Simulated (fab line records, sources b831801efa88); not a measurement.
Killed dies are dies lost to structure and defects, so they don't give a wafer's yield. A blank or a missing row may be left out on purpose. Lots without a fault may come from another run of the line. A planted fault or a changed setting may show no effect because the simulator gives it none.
fab line records | flow gf180mcu
record lots=24 wafers=72 last_day=36
route steps=602 shown V4@498 MIM@506 V5@545 TOP_METAL@571 PASSIVATION@601
lots that met no fault: from a run of the same line without faults
start_h: hours from the record's first day to the start of the lot's first wafer shown | wait_h: hours since the lot's step before | " the same as in the row above | L1.1+2: a row that stands for several wafers | - no value, or no start given | * or withheld: withheld | < > ~ a bound
route shown NAME@n: a module of which the file shows steps, and the number in the route of the first | usual: mean/standard deviation of fault-free wafers | same: alike in all rows | chamber/n: place in a boat | sites: the reading at each site | _std_site: their standard deviation | _edge_site: outer sites' mean less inner sites' | radius_mm: how far each site lies from the wafer's centre | mask NAME#n: copy n | behind: the tool/chamber that last shaped the wafer | hold: why the lot was held/for how many hours/how that ended | device: the transistor (n, p or np) that didn't switch | end of line: the same wafers' tests at the end of the route | a step without rows: its recipe alone | killed: dies lost to structure and defects at the first sort, not the wafer's yield | map: a wafer's dies, x killed, . not, _ none there
set.NAME: the setting as run; set.NAME@STEP: as run at that earlier step | model.NAME: the simulator's own value behind a step, which no gauge read
steps of the route over a sample of lots; a table a step, a row a wafer
services: from which hour (start_h, from the record's first day; less than 0 if before it) a tool's chamber was out of use, for how many hours, and why
## steps
# step GF_V4_SPUTTER_22
# recipe material=TiN target_thk_nm=10 chamber_pressure_pa=5 power_w=4000 time_s=40
# usual throttle_valve_pct=29.6/1.3
# columns lot.wafer tool chamber start_h wait_h throttle_valve_pct
L074.1 pvd_sputter-02 - 615.46 0.0 27.6
L074.3 " - " " 30.2
L074.4 " - " " 30.2
L075.1 pvd_sputter-02 - 628.22 0.0 29.4
L075.2 " - " " 27.7
L075.3 " - " " 30.0
L076.1 pvd_sputter-04 - 630.24 0.0 30.8
L076.2 " - " " 29.2
L076.5 " - " " 30.7
L077.2 pvd_sputter-02 - 642.35 0.0 30.4
L077.4 " - " " 29.9
L077.5 " - " " 30.1
L078.2 pvd_sputter-04 - 651.85 0.0 32.1
L078.3 " - " " 31.1
L078.6 " - " " 32.0
L079.2 pvd_sputter-03 - 662.50 0.0 27.8
L079.4 " - " " 29.8
L079.6 " - " " 27.8
L080.1 pvd_sputter-04 - 665.30 0.0 31.3
L080.2 " - " " 29.3
L080.5 " - " " 28.6
L081.2 pvd_sputter-04 - 670.05 0.0 28.3
L081.3 " - " " 31.1
L081.6 " - " " 32.3
L082.1 pvd_sputter-04 - 676.54 0.0 28.7
L082.2 " - " " 32.1
L082.4 " - " " 30.8
L083.2 pvd_sputter-04 - 680.51 0.0 31.0
L083.5 " - " " 29.1
L083.6 " - " " 32.2
L084.1 pvd_sputter-03 - 688.13 0.0 27.7
L084.4 " - " " 29.7
L084.5 " - " " 29.6
L085.3 pvd_sputter-03 - 693.72 0.0 27.7
L085.4 " - " " 29.8
L085.6 " - " " 29.7
L086.2 pvd_sputter-03 - 703.15 0.0 29.6
L086.3 " - " " 29.8
L086.6 " - " " 29.2
L087.2 pvd_sputter-02 - 709.43 0.0 29.4
L087.3 " - " " 30.2
L087.4 " - " " 30.5
L088.1 pvd_sputter-02 - 716.82 0.0 27.6
L088.2 " - " " 29.5
L088.5 " - " " 29.5
L089.1 pvd_sputter-02 - 717.44 0.0 30.2
L089.2 " - " " 27.4
L089.4 " - " " 27.5
L090.2 pvd_sputter-02 - 727.49 0.0 30.0
L090.5 " - " " 30.2
L090.6 " - " " 27.7
L092.4 pvd_sputter-03 - 744.05 0.0 29.2
L092.5 " - " " 27.9
L092.6 " - " " 29.5
L093.2 pvd_sputter-04 - 744.40 0.0 29.1
L093.3 " - " " 31.0
L093.5 " - " " 32.1
L094.2 pvd_sputter-04 - 749.28 0.0 28.7
L094.4 " - " " 32.2
L094.6 " - " " 30.8
L095.2 pvd_sputter-02 - 756.19 0.0 30.3
L095.5 " - " " 29.6
L095.6 " - " " 30.0
L097.3 pvd_sputter-03 - 762.98 0.0 27.7
L097.4 " - " " 29.5
L097.6 " - " " 29.4
L096.4 pvd_sputter-04 - 766.06 0.0 30.9
L096.5 " - " " 28.8
L096.6 " - " " 32.2
L091.1 pvd_sputter-02 - 767.31 0.0 30.2
L091.2 " - " " 27.5
L091.6 " - " " 30.3
# step GF_MIM_SPUTTER_03
# recipe material=Ti target_thk_nm=10 substrate_temp_c=300 chamber_pressure_pa=0.3 power_w=3000 time_s=6.7
# usual throttle_valve_pct=30.0/1.2
# columns lot.wafer tool chamber start_h wait_h throttle_valve_pct
L074.1 pvd_sputter-01 - 616.25 0.0 30.0
L074.3 " - " " 28.9
L074.4 " - " " 30.6
L075.1 pvd_sputter-04 - 629.01 0.0 31.2
L075.2 " - " " 28.5
L075.3 " - " " 29.3
L076.1 pvd_sputter-02 - 631.04 0.0 29.5
L076.2 " - " " 27.5
L076.5 " - " " 27.7
L077.2 pvd_sputter-04 - 643.15 0.0 32.1
L077.4 " - " " 29.3
L077.5 " - " " 31.1
L078.2 pvd_sputter-01 - 652.65 0.0 30.5
L078.3 " - " " 28.6
L078.6 " - " " 30.0
L079.2 pvd_sputter-01 - 663.41 0.0 28.9
L079.4 " - " " 29.8
L079.6 " - " " 30.4
L080.1 pvd_sputter-01 - 666.09 0.0 30.6
L080.2 " - " " 30.1
L080.5 " - " " 30.0
L081.2 pvd_sputter-04 - 670.84 0.0 32.0
L081.3 " - " " 30.8
L081.6 " - " " 29.1
L082.1 pvd_sputter-04 - 677.33 0.0 30.9
L082.2 " - " " 28.8
L082.4 " - " " 32.5
L083.2 pvd_sputter-01 - 681.30 0.0 30.1
L083.5 " - " " 30.6
L083.6 " - " " 30.0
L084.1 pvd_sputter-02 - 688.92 0.0 29.9
L084.4 " - " " 27.3
L084.5 " - " " 27.3
L085.3 pvd_sputter-04 - 694.51 0.0 32.2
L085.4 " - " " 29.5
L085.6 " - " " 31.0
L086.2 pvd_sputter-04 - 703.94 0.0 29.3
L086.3 " - " " 28.4
L086.6 " - " " 28.9
L087.2 pvd_sputter-04 - 710.22 0.0 28.8
L087.3 " - " " 32.0
L087.4 " - " " 29.3
L088.1 pvd_sputter-02 - 718.59 0.0 29.4
L088.2 " - " " 27.6
L088.5 " - " " 30.0
L089.1 pvd_sputter-01 - 718.63 0.0 28.9
L089.2 " - " " 30.3
L089.4 " - " " 30.4
L090.2 pvd_sputter-04 - 728.28 0.0 28.9
L090.5 " - " " 31.0
L090.6 " - " " 28.5
L092.4 pvd_sputter-01 - 744.84 0.0 30.5
L092.5 " - " " 30.2
L092.6 " - " " 30.3
L093.2 pvd_sputter-04 - 745.44 0.0 28.6
L093.3 " - " " 31.2
L093.5 " - " " 28.6
L094.2 pvd_sputter-02 - 750.07 0.0 30.5
L094.4 " - " " 29.5
L094.6 " - " " 27.4
L095.2 pvd_sputter-01 - 756.98 0.0 30.6
L095.5 " - " " 30.0
L095.6 " - " " 29.1
L097.3 pvd_sputter-02 - 763.77 0.0 29.5
L097.4 " - " " 30.3
L097.6 " - " " 30.5
L096.4 pvd_sputter-04 - 766.85 0.0 28.3
L096.5 " - " " 31.0
L096.6 " - " " 29.4
L091.1 pvd_sputter-01 - 768.10 0.0 30.8
L091.2 " - " " 30.3
L091.6 " - " " 30.5
# step GF_V5_BOW_MEAS_05
# recipe mode=bow
# usual V5_BOW=135/9.4
# columns lot.wafer tool chamber start_h wait_h V5_BOW[um]
L074.1 film_metro-01 - 661.20 0.1 149
L074.3 " - " " 136
L074.4 " - " " 118
L075.1 film_metro-01 - 673.25 0.1 140
L075.2 " - " " 150
L075.3 " - " " 141
L076.1 film_metro-01 - 674.90 0.2 133
L076.2 " - " " 125
L076.5 " - " " 136
L077.2 film_metro-02 - 687.43 0.2 136
L077.4 " - " " 137
L077.5 " - " " 127
L078.2 film_metro-03 - 697.17 0.2 141
L078.3 " - " " 144
L078.6 " - " " 132
L079.2 film_metro-03 - 706.79 0.2 139
L079.4 " - " " 135
L079.6 " - " " 132
L080.1 film_metro-01 - 709.29 0.1 153
L080.2 " - " " 151
L080.5 " - " " 145
L081.2 film_metro-02 - 715.79 0.3 149
L081.3 " - " " 137
L081.6 " - " " 148
L082.1 film_metro-02 - 719.85 0.1 135
L082.2 " - " " 136
L082.4 " - " " 132
L083.2 film_metro-01 - 723.13 0.3 128
L083.5 " - " " 124
L083.6 " - " " 121
L084.1 film_metro-03 - 730.91 0.1 145
L084.4 " - " " 130
L084.5 " - " " 141
L085.3 film_metro-02 - 735.34 0.2 133
L085.4 " - " " 130
L085.6 " - " " 144
L086.2 film_metro-02 - 745.00 0.2 127
L086.3 " - " " 130
L086.6 " - " " 118
L087.2 film_metro-01 - 750.24 0.2 140
L087.3 " - " " 142
L087.4 " - " " 143
L088.1 film_metro-01 - 758.78 0.1 134
L088.2 " - " " 132
L088.5 " - " " 126
L089.1 film_metro-03 - 759.26 0.1 137
L089.2 " - " " 136
L089.4 " - " " 124
L090.2 film_metro-01 - 768.20 0.3 135
L090.5 " - " " 114
L090.6 " - " " 103
L092.4 film_metro-02 - 782.60 0.2 133
L092.5 " - " " 122
L092.6 " - " " 138
L093.2 film_metro-03 - 783.46 0.3 125
L093.3 " - " " 123
L093.5 " - " " 126
L094.2 film_metro-02 - 787.86 0.2 133
L094.4 " - " " 147
L094.6 " - " " 131
L095.2 film_metro-02 - 793.84 0.2 143
L095.5 " - " " 147
L095.6 " - " " 144
L097.3 film_metro-02 - 800.62 0.2 138
L097.4 " - " " 136
L097.6 " - " " 146
L096.4 film_metro-02 - 803.04 0.3 121
L096.5 " - " " 132
L096.6 " - " " 136
L091.1 film_metro-03 - 804.76 0.2 156
L091.2 " - " " 142
L091.6 " - " " 151
# step GF_V5_SOFTBAKE_10
# recipe temp_c=130 time_s=60.8 resist=KrF
# usual chill_plate_temp_C=22.97/0.11 exhaust_pa=44.8/0.81 plate_sensor_t_centre_C=131.02/0.011 plate_sensor_t_edge_C=131.21/0.01
# columns lot.wafer tool chamber start_h wait_h chill_plate_temp_C exhaust_pa plate_sensor_t_centre_C plate_sensor_t_edge_C
L074.1 litho_track-04 0 - - 23.06 45.7 131.02 131.2
L074.3 " 0 " " 22.94 43.3 131.01 131.21
L074.4 " 0 " " 22.95 44.5 131.02 131.24
L075.1 litho_track-04 0 - - 22.84 44.4 131.04 131.22
L075.2 " 0 " " 22.85 43.9 131.01 131.21
L075.3 " 0 " " 23.02 43.5 131.01 131.22
L076.1 litho_track-04 0 - - 22.77 44.7 131.03 131.21
L076.2 " 0 " " 22.95 44.0 131.01 131.2
L076.5 " 0 " " 23.02 44.4 131.02 131.21
L077.2 litho_track-02 0 - - 23.14 45.8 131.02 131.23
L077.4 " 0 " " 23.02 45.6 131 131.2
L077.5 " 0 " " 22.87 45.2 131.02 131.23
L078.2 litho_track-02 0 - - 23.02 45.6 131.03 131.21
L078.3 " 0 " " 22.98 45.7 131.04 131.22
L078.6 " 0 " " 22.97 45.6 131 131.22
L079.2 litho_track-04 0 - - 22.84 43.3 131.01 131.2
L079.4 " 0 " " 22.98 44.1 131 131.22
L079.6 " 0 " " 22.80 45.2 131.03 131.22
L080.1 litho_track-03 0 - - 23.07 45.1 131.01 131.2
L080.2 " 0 " " 22.92 45.1 131 131.21
L080.5 " 0 " " 23.18 45.1 131.01 131.22
L081.2 litho_track-03 0 - - 22.91 45.1 131.01 131.22
L081.3 " 0 " " 22.86 44.1 131.02 131.2
L081.6 " 0 " " 22.80 45.0 130.99 131.21
L082.1 litho_track-02 0 - - 22.99 46.3 131.01 131.21
L082.2 " 0 " " 23.00 45.3 131.01 131.21
L082.4 " 0 " " 22.93 45.5 131.02 131.21
L083.2 litho_track-03 0 - - 22.87 45.1 131.01 131.2
L083.5 " 0 " " 22.90 45.1 131.01 131.21
L083.6 " 0 " " 22.82 45.2 131.02 131.2
L084.1 litho_track-02 0 - - 23.01 45.5 131.02 131.2
L084.4 " 0 " " 23.04 47.2 131.02 131.22
L084.5 " 0 " " 23.01 45.9 131.03 131.21
L085.3 litho_track-03 0 - - 22.92 44.2 131.01 131.21
L085.4 " 0 " " 23.02 43.1 131 131.2
L085.6 " 0 " " 22.96 44.6 131.02 131.21
L086.2 litho_track-02 0 - - 23.12 44.0 131.01 131.19
L086.3 " 0 " " 22.96 43.9 131.01 131.2
L086.6 " 0 " " 22.93 43.8 131.01 131.22
L087.2 litho_track-02 0 - - 23.18 44.1 131.03 131.21
L087.3 " 0 " " 23.08 44.2 131 131.22
L087.4 " 0 " " 22.99 44.8 131 131.22
L088.1 litho_track-02 0 - - 22.95 43.7 131 131.19
L088.2 " 0 " " 23.04 44.4 131.01 131.2
L088.5 " 0 " " 22.99 45.3 131.03 131.2
L089.1 litho_track-03 0 - - 22.93 44.7 131.01 131.21
L089.2 " 0 " " 22.98 43.5 131.01 131.21
L089.4 " 0 " " 22.89 46.1 131.03 131.2
L090.2 litho_track-03 0 - - 22.90 44.7 131 131.21
L090.5 " 0 " " 22.97 45.3 131.03 131.19
L090.6 " 0 " " 22.88 45.4 131.01 131.2
L092.4 litho_track-04 0 - - 22.85 44.5 131.02 131.2
L092.5 " 0 " " 22.91 45.2 131.02 131.22
L092.6 " 0 " " 22.91 44.1 131.03 131.21
L093.2 litho_track-02 0 - - 22.95 46.3 131.03 131.22
L093.3 " 0 " " 22.98 43.7 131.02 131.21
L093.5 " 0 " " 23.12 44.8 131.01 131.2
L094.2 litho_track-04 0 - - 22.90 43.4 131.02 131.22
L094.4 " 0 " " 23.00 43.7 131.04 131.2
L094.6 " 0 " " 22.99 43.5 131.01 131.23
L095.2 litho_track-03 0 - - 23.00 45.4 131.02 131.21
L095.5 " 0 " " 23.00 44.5 131.02 131.22
L095.6 " 0 " " 23.17 43.8 131 131.2
L097.3 litho_track-04 0 - - 23.05 46.0 131.02 131.21
L097.4 " 0 " " 23.04 45.4 131.02 131.2
L097.6 " 0 " " 23.13 45.2 131.02 131.22
L096.4 litho_track-04 0 - - 23.14 44.8 131.01 131.21
L096.5 " 0 " " 23.03 45.5 131.01 131.22
L096.6 " 0 " " 23.10 45.5 131.02 131.21
L091.1 litho_track-04 0 - - 22.77 43.6 131.01 131.2
L091.2 " 0 " " 22.73 45.3 131.02 131.21
L091.6 " 0 " " 22.86 44.4 131.03 131.21
# step GF_TOP_METAL_SPUTTER_04
# recipe material=TiN target_thk_nm=25 power_w=6500 time_s=20.8 chamber_pressure_pa=0.4
# usual throttle_valve_pct=29.8/1.2
# columns lot.wafer tool chamber start_h wait_h throttle_valve_pct
L074.1 pvd_sputter-03 - 684.06 0.0 27.6
L074.3 " - " " 29.6
L074.4 " - " " 29.4
L075.1 pvd_sputter-04 - 695.16 0.0 29.5
L075.2 " - " " 32.1
L075.3 " - " " 30.7
L076.1 pvd_sputter-03 - 697.25 0.0 29.8
L076.2 " - " " 29.6
L076.5 " - " " 29.6
L077.2 pvd_sputter-01 - 709.18 0.0 30.7
L077.4 " - " " 30.0
L077.5 " - " " 29.9
L078.2 pvd_sputter-04 - 718.92 0.0 31.1
L078.3 " - " " 29.3
L078.6 " - " " 29.3
L079.2 pvd_sputter-01 - 727.18 0.0 30.7
L079.4 " - " " 30.3
L079.6 " - " " 30.5
L080.1 pvd_sputter-01 - 730.58 0.0 30.7
L080.2 " - " " 28.9
L080.5 " - " " 30.4
L081.2 pvd_sputter-03 - 736.64 0.0 29.8
L081.3 " - " " 27.7
L081.6 " - " " 29.9
L082.1 pvd_sputter-03 - 740.93 0.0 29.6
L082.2 " - " " 29.4
L082.4 " - " " 27.9
L083.2 pvd_sputter-04 - 744.12 0.0 32.2
L083.5 " - " " 31.3
L083.6 " - " " 28.6
L084.1 pvd_sputter-04 - 751.41 0.0 32.2
L084.4 " - " " 29.3
L084.5 " - " " 31.2
L085.3 pvd_sputter-04 - 755.36 0.0 32.2
L085.4 " - " " 30.9
L085.6 " - " " 28.7
L086.2 pvd_sputter-03 - 765.22 0.0 29.7
L086.3 " - " " 29.8
L086.6 " - " " 29.6
L087.2 pvd_sputter-04 - 770.33 0.0 32.1
L087.3 " - " " 28.6
L087.4 " - " " 29.3
L088.1 pvd_sputter-03 - 778.34 0.0 29.8
L088.2 " - " " 29.6
L088.5 " - " " 29.6
L089.1 pvd_sputter-04 - 778.69 0.0 29.2
L089.2 " - " " 28.9
L089.4 " - " " 32.5
L090.2 pvd_sputter-04 - 787.43 0.0 28.8
L090.5 " - " " 28.8
L090.6 " - " " 29.4
L092.4 pvd_sputter-03 - 801.67 0.0 29.5
L092.5 " - " " 29.5
L092.6 " - " " 29.6
L093.2 pvd_sputter-01 - 801.97 0.0 30.6
L093.3 " - " " 29.0
L093.5 " - " " 28.7
L094.2 pvd_sputter-04 - 806.39 0.0 28.7
L094.4 " - " " 31.2
L094.6 " - " " 32.1
L095.2 pvd_sputter-01 - 812.19 0.0 30.7
L095.5 " - " " 28.7
L095.6 " - " " 30.5
L097.3 pvd_sputter-01 - 818.88 0.0 30.7
L097.4 " - " " 29.8
L097.6 " - " " 28.9
L096.4 pvd_sputter-03 - 821.03 0.0 27.7
L096.5 " - " " 28.0
L096.6 " - " " 29.6
L091.1 pvd_sputter-03 - 822.24 0.0 29.9
L091.2 " - " " 29.5
L091.6 " - " " 29.9
# step GF_PASSIVATION_BOW_MEAS_14
# recipe mode=bow
# usual PASSIVATION_BOW=138/11
# columns lot.wafer tool chamber start_h wait_h PASSIVATION_BOW[um]
L074.1 film_metro-04 - 726.09 0.0 150
L074.3 " - " " 135
L074.4 " - " " 119
L075.1 film_metro-04 - 737.00 0.0 145
L075.2 " - " " 154
L075.3 " - " " 144
L076.1 film_metro-02 - 739.45 0.0 130
L076.2 " - " " 121
L076.5 " - " " 132
L077.2 film_metro-03 - 750.17 0.0 144
L077.4 " - " " 147
L077.5 " - " " 137
L078.2 film_metro-03 - 759.82 0.0 151
L078.3 " - " " 153
L078.6 " - " " 141
L079.2 film_metro-02 - 767.91 0.0 139
L079.4 " - " " 135
L079.6 " - " " 134
L080.1 film_metro-03 - 770.99 0.0 156
L080.2 " - " " 154
L080.5 " - " " 151
L081.2 film_metro-02 - 776.16 0.1 157
L081.3 " - " " 147
L081.6 " - " " 158
L082.1 film_metro-03 - 780.40 0.0 138
L082.2 " - " " 138
L082.4 " - " " 136
L083.2 film_metro-03 - 782.66 0.0 129
L083.5 " - " " 125
L083.6 " - " " 123
L084.1 film_metro-03 - 789.70 0.0 149
L084.4 " - " " 133
L084.5 " - " " 145
L085.3 film_metro-02 - 793.18 0.0 146
L085.4 " - " " 141
L085.6 " - " " 153
L086.2 film_metro-02 - 802.07 0.0 131
L086.3 " - " " 134
L086.6 " - " " 123
L087.2 film_metro-02 - 807.02 0.0 150
L087.3 " - " " 148
L087.4 " - " " 152
L088.1 film_metro-04 - 815.09 0.0 137
L088.2 " - " " 134
L088.5 " - " " 127
L089.1 film_metro-02 - 815.39 0.0 139
L089.2 " - " " 135
L089.4 " - " " 127
L090.2 film_metro-04 - 824.06 0.0 135
L090.5 " - " " 116
L090.6 " - " " 106
L092.4 film_metro-04 - 837.15 0.1 127
L092.5 " - " " 118
L092.6 " - " " 133
L093.2 film_metro-04 - 837.46 0.0 128
L093.3 " - " " 126
L093.5 " - " " 129
L094.2 film_metro-04 - 840.87 0.0 135
L094.4 " - " " 149
L094.6 " - " " 136
L095.2 film_metro-03 - 846.02 0.0 145
L095.5 " - " " 149
L095.6 " - " " 148
L097.3 film_metro-04 - 851.73 0.0 144
L097.4 " - " " 144
L097.6 " - " " 153
L096.4 film_metro-03 - 854.35 0.1 118
L096.5 " - " " 127
L096.6 " - " " 134
L091.1 film_metro-02 - 855.89 0.0 155
L091.2 " - " " 141
L091.6 " - " " 150
## services
# columns tool chamber start_h hours kind
pvd_sputter-04 - 615.24 5.2 repair
pvd_sputter-01 - 624.66 13.4 repair
pvd_sputter-02 - 639.13 2.7 repair
pvd_sputter-01 3 663.47 - consumable_replace:kit
pvd_sputter-01 3 663.47 18.0 scheduled_down
pvd_sputter-01 3 663.47 18.0 vent_cycle
pvd_sputter-01 - 666.43 5.6 repair
pvd_sputter-03 3 669.65 - consumable_replace:kit
pvd_sputter-03 3 669.65 18.0 scheduled_down
pvd_sputter-03 3 669.65 18.0 vent_cycle
pvd_sputter-03 - 674.90 7.8 repair
pvd_sputter-04 3 681.55 - consumable_replace:kit
pvd_sputter-04 3 681.55 18.0 scheduled_down
pvd_sputter-04 3 681.55 18.0 vent_cycle
pvd_sputter-02 0 708.37 - consumable_replace:kit
pvd_sputter-02 0 708.37 18.0 scheduled_down
pvd_sputter-02 - 743.84 1.5 repair
pvd_sputter-04 - 756.69 3.2 repair
pvd_sputter-01 2 778.77 - consumable_replace:kit
pvd_sputter-01 2 778.77 18.0 scheduled_down
pvd_sputter-01 2 778.77 18.0 vent_cycle
pvd_sputter-04 2 783.07 - consumable_replace:kit
pvd_sputter-04 2 783.07 18.0 scheduled_down
pvd_sputter-04 2 783.07 18.0 vent_cycle
## key
fault none
